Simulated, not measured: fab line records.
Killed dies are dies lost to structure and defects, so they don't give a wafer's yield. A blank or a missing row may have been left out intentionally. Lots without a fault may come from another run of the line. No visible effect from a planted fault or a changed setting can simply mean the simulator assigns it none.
Which tool was responsible? -- flow sfqLine -- 14 lots (42 wafers sampled), 1 step of a 325-step route

WHAT THE GAUGES READ, wafer by wafer
SFQ_M2_OVL_MEAS_916. Usual: M2_OVL -1 nm, standard deviation 5.4.
lot,measured,on,M2_OVL (nm),flag
L452,day 29 22:10,overlay-02,6 8 0,
L457,day 33 05:29,overlay-01,-3 -3 -2,
L459,day 34 00:39,overlay-02,0 -6 -4,
L461,day 34 15:06,overlay-02,-1 -8 -7,
L464,day 35 04:13,overlay-02,-8 -9 -7,
L466,day 36 04:30,overlay-01,-4 -6 -5,
L467,day 36 11:34,overlay-02,-3 1 -1,
L469,day 36 22:23,overlay-01,-4 -7 -4,
L470,day 44 05:14,overlay-01,8 13 5,
L471,day 44 17:14,overlay-01,-9 -4 3,
L472,day 45 00:26,overlay-01,-3 2 -8,
L473,day 45 11:14,overlay-02,1 -2 2,
L474,day 45 19:38,overlay-01,0 7 10,
L475,day 46 07:44,overlay-02,4 5 8,

TOOL THAT RAN EACH LOT (tool first, then ch and the chambers of the sampled wafers, then the start)
Record: no process step prior to these readings.

WHAT THE TOOLS THEMSELVES READ (means of the sampled wafers that have a number; where no wafer has one, the mark that the record gives instead)
The record holds no such reading with a usual standard deviation.

THE ANSWER, worked out from the rows above alone
Rule: a lot is off if the mean of its wafers that have a number lies more than 3 standard deviations from the usual mean. Also off: a lot with no number at a reading for which 4 or more lots have one. The other lots that the step has rows for count as sound. After the gauges, taken in route order, come the tools' own readings; for these a lot's mean is taken, as printed above. The first step at which some lot is off is used, and at that step the reading that is off furthest; a lot without a number counts as furthest.
No lot is off at any reading shown: from this, nothing can be told.

WHAT THE SIMULATOR HAD PUT IN
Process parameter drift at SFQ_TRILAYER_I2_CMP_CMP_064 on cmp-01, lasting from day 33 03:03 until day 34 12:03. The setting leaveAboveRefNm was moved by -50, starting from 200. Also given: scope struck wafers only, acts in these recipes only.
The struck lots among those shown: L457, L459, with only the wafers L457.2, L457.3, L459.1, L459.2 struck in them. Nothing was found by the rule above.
